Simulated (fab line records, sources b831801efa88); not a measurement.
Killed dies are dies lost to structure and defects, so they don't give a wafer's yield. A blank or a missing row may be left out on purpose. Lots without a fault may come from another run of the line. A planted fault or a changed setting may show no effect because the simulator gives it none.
Chamber matching | flow gf180mcu | GF_V2_CVD_02 on pecvd-03: 3 sister chambers
The step deposits SiO2 from TEOS, target thk 850 nm, time 94.851 s. 3 wafers are shown with their chamber, then 12 later ones without.

WAFERS WITH THEIR CHAMBER
wafer  | chamber | heater_power_w (W)
L083.6 | 2       | 670
L089.3 | 0       | 648
L089.5 | 1       | 604

WAFERS WITHOUT THEIR CHAMBER
wafer  | heater_power_w (W)
L090.1 | 697
L090.4 | 589
L090.6 | 706
L094.1 | 683
L094.2 | 737
L094.5 | 586
L096.2 | 586
L096.3 | 617
L096.4 | 688
L097.2 | 725
L097.4 | 742
L097.5 | 584

WHICH CHAMBER EACH WENT THROUGH
wafer  | from the rows above          | in truth
L090.1 | can't be placed: 2 or 0 or 1 | 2
L090.4 | can't be placed: 1 or 0 or 2 | 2
L090.6 | can't be placed: 2 or 0 or 1 | 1
L094.1 | can't be placed: 2 or 0 or 1 | 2
L094.2 | can't be placed: 2 or 0 or 1 | 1
L094.5 | can't be placed: 1 or 0 or 2 | 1
L096.2 | can't be placed: 1 or 0 or 2 | 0
L096.3 | can't be placed: 1 or 0 or 2 | 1
L096.4 | can't be placed: 2 or 0 or 1 | 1
L097.2 | can't be placed: 2 or 0 or 1 | 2
L097.4 | can't be placed: 2 or 0 or 1 | 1
L097.5 | can't be placed: 1 or 0 or 2 | 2
Placed correctly: 0 of 12. Can't be placed from these rows: 12 (the true chamber is among the candidates in 12). Placed wrongly: 0.
How it was worked out, from the rows above alone: a wafer's distance from a chamber is the root of the sum, over the readings, of the square of ((its reading less the chamber's mean) divided by the reading's scatter). The wafer belongs to the nearest chamber; if the next one is less than 2 further off, it can't be placed. A chamber's mean is the mean of its shown wafers. The scatter: with one shown wafer a chamber, the root of the mean of the squares of how far each hidden wafer lies from its nearest shown one.
